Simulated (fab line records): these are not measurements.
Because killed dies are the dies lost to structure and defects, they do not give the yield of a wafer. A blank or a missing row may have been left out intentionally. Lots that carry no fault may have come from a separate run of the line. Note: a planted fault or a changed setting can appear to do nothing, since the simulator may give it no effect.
Comparing a struck lot with a sound one || flow sfqLine || 21 steps out of a route of 325
Sound: the wafers L833.1, L833.4, L833.5. Struck: wafer L824.4. (L824.1, L824.5 of the same lot were not struck and are left out.) The cause comes at the end.
Each step with rows lists, per side, the tool, then ch with its chambers, then its first start. Under that, the readings that differ: sound wafers || struck wafers || difference of the means || sigmas: that difference in standard deviations of wafers without a fault.
alike: readings with means less than 2 such deviations apart, plus words and numbers identical on both sides. not compared: withheld readings, readings lacking a value on some wafer, bounds such as >300 that could conceal the same value, and numbers that have no deviation in the record and whose values overlap.
A row with sigmas, a row that says differs or no value, or rows on one side alone: a step with any of these is where the two part. Non-overlapping numbers with no deviation appear without sigmas and do not part them. A reading that every wafer of one side lacks parts them only if that side has two wafers or more.

SFQ_L0_THK_MEAS_902: measures by xrf.
  sound: filmMetro-01 at day 4 20:41; struck: filmMetro-01 at day 2 23:41
  alike: L0_MONX_KI_THK
then, 6 steps without rows for these wafers: SFQ_TRILAYER_L0_LITHO_COAT_010 (resist thk 62 nm); SFQ_TRILAYER_L0_LITHO_COAT_005 (resist thk 600 nm); SFQ_TRILAYER_L0_LITHO_SOFTBAKE_009; SFQ_TRILAYER_L0_LITHO_EXPOSE_006 (exposes mask L0, target cd 2000 nm); SFQ_TRILAYER_L0_LITHO_PEB_008 (peb time 60 s); SFQ_TRILAYER_L0_LITHO_DEVELOP_007 (time 60 s).
SFQ_TRILAYER_L0_BARC_OPEN_METAL_ETCH_010: etches BARC in O2, target depth 125 nm, time 41.7 s.
  sound on rieMetal-01 ch 0,1, day 6 07:43; struck on rieMetal-04 ch 0, day 4 05:23
  alike: drypumpMotorCurrentA, heBacksideLeakSccm, oesProductAu
  not compared: rfHoursCounterH
SFQ_TRILAYER_L0_ETCH_METAL_ETCH_008: etches MoNx KI in SF6/O2, stops on SiO2, target depth 50 nm, time 25 s.
  sound on rieMetal-01 ch 0,1, day 6 07:46; struck on rieMetal-04 ch 0, day 4 05:28
  alike: drypumpMotorCurrentA, heBacksideLeakSccm, oesProductAu
  not compared: rfHoursCounterH
SFQ_TRILAYER_L0_STRIP_STRIP_009: strips in O2.
  sound on rieMetal-01 ch 0,1, day 6 07:49; struck on rieMetal-04 ch 0, day 4 05:31
  alike: drypumpMotorCurrentA, heBacksideLeakSccm, oesProductAu
  not compared: rfHoursCounterH
then, 1 step without rows for these wafers: SFQ_TRILAYER_L0_STRIP_SOLV_CLEAN_010 (cleans in NMP, time 600 s).
SFQ_TRILAYER_L0_CAP_PECVD_011: deposits SiO2 from SiH4/N2O, time 13.333 s, target thk 60 nm.
  sound on pecvd-02 ch 0,2, day 6 08:35; struck on pecvd-01 ch 1, day 4 06:30
  alike: heaterPowerW, throttleValvePct
SFQ_TRILAYER_L0_VIA_LITHO_COAT_018: resist thk 62 nm.
  sound on lithoTrack-02 ch 0, day 6 08:55; struck on lithoTrack-01 ch 0, day 4 06:31
{"reading": "model.BARC_of_TRILAYER_L0_VIA_LITHO_COAT_018.thkNm (nm)", "sound": "61.98 61.82 61.89", "struck": 63.53, "difference": "+1.63", "sigmas": ""}
then, 5 steps without rows for these wafers: SFQ_TRILAYER_L0_VIA_LITHO_COAT_013 (resist thk 650 nm); SFQ_TRILAYER_L0_VIA_LITHO_SOFTBAKE_017; SFQ_TRILAYER_L0_VIA_LITHO_EXPOSE_014 (exposes mask L0V, target cd 700 nm); SFQ_TRILAYER_L0_VIA_LITHO_PEB_016 (peb time 60 s); SFQ_TRILAYER_L0_VIA_LITHO_DEVELOP_015 (time 60 s).
SFQ_L0V_OVL_MEAS_903:
  sound: overlay-01 at day 7 21:55; struck: overlay-02 at day 5 19:43
  alike: L0V_OVL
SFQ_TRILAYER_L0_VIA_BARC_OPEN_VIA_ETCH_021: etches BARC in O2, target depth 125 nm, time 41.7 s.
  sound on rieDiel-03 ch 0,1,3, day 7 21:57; struck on rieDiel-02 ch 1, day 5 19:45
{"reading": "model.etch.depthNm (nm)", "sound": "61.98 61.82 61.89", "struck": 63.53, "difference": "+1.63", "sigmas": ""}
  alike: drypumpMotorCurrentA, oesProductAu
  not compared: rfHoursCounterH
SFQ_TRILAYER_L0_VIA_ETCH_VIA_ETCH_016: etches SiO2 in CHF3, stops on MoNx KI, target depth 80 nm.
  sound on rieDiel-03 ch 0,1,3, day 7 21:59; struck on rieDiel-02 ch 1, day 5 19:47
  alike: drypumpMotorCurrentA, oesProductAu

WHERE THEY PART
Nowhere in this record.

WHY: whatever the simulator had introduced
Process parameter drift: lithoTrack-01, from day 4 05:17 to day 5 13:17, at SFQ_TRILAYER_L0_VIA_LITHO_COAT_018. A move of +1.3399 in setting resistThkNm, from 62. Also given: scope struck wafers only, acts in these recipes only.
